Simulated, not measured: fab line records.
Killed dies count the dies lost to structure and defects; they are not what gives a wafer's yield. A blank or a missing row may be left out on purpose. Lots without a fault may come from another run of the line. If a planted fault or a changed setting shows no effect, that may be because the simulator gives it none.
Chamber matching / flow gf180mcu / GF_V4_ETCH_16 on rie diel-04: 4 sister chambers
The step etches BARC in N2/H2. 8 wafers are shown with their chamber, then 9 later ones without.

== WAFERS, EACH WITH ITS CHAMBER ==
wafer=L079.3; chamber=1; drypump motor current A (A)=6.0; oes product au (a.u.)=0.848
wafer=L084.4; chamber=3; drypump motor current A (A)=5.8; oes product au (a.u.)=0.857
wafer=L084.5; chamber=0; drypump motor current A (A)=6.3; oes product au (a.u.)=0.854
wafer=L086.3; chamber=3; drypump motor current A (A)=5.8; oes product au (a.u.)=0.848
wafer=L086.5; chamber=2; drypump motor current A (A)=5.7; oes product au (a.u.)=0.853
wafer=L090.1; chamber=0; drypump motor current A (A)=6.2; oes product au (a.u.)=0.859
wafer=L090.5; chamber=2; drypump motor current A (A)=5.7; oes product au (a.u.)=0.852
wafer=L090.6; chamber=1; drypump motor current A (A)=5.9; oes product au (a.u.)=0.848

== WAFERS WITHOUT THEIR CHAMBER ==
wafer=L092.1; drypump motor current A (A)=5.9; oes product au (a.u.)=0.843
wafer=L092.5; drypump motor current A (A)=5.9; oes product au (a.u.)=0.855
wafer=L092.6; drypump motor current A (A)=6.2; oes product au (a.u.)=0.853
wafer=L093.1; drypump motor current A (A)=5.9; oes product au (a.u.)=0.864
wafer=L093.2; drypump motor current A (A)=5.9; oes product au (a.u.)=0.855
wafer=L093.5; drypump motor current A (A)=6.2; oes product au (a.u.)=0.857
wafer=L096.3; drypump motor current A (A)=5.7; oes product au (a.u.)=0.854
wafer=L096.5; drypump motor current A (A)=6.0; oes product au (a.u.)=0.852
wafer=L096.6; drypump motor current A (A)=6.2; oes product au (a.u.)=0.846

== WHICH CHAMBER EACH WENT THROUGH ==
wafer=L092.1; from the rows above=can't be placed: 1 or 3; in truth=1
wafer=L092.5; from the rows above=can't be placed: 3 or 1 or 2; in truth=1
wafer=L092.6; from the rows above=0; in truth=0
wafer=L093.1; from the rows above=can't be placed: 3 or 1 or 2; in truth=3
wafer=L093.2; from the rows above=can't be placed: 3 or 1 or 2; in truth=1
wafer=L093.5; from the rows above=0; in truth=0
wafer=L096.3; from the rows above=can't be placed: 2 or 3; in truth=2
wafer=L096.5; from the rows above=1; in truth=1
wafer=L096.6; from the rows above=can't be placed: 0 or 1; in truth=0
Correctly placed: 3 of 9. Not placeable from these rows: 6 (in 6, the candidates include the true chamber). Placed wrongly: 0.
How it was worked out, from the rows above alone: a wafer's distance from a chamber is the root of the sum, over the readings, of the square of ((its reading less the chamber's mean) divided by the reading's scatter). The wafer belongs to the nearest chamber; if the next one is less than 2 further off, it can't be placed. For every chamber, the mean is computed from those of its wafers that are shown. The scatter: the root of (the sum of the squares of (reading less its chamber's mean) over the shown wafers, divided by (wafers less chambers)).
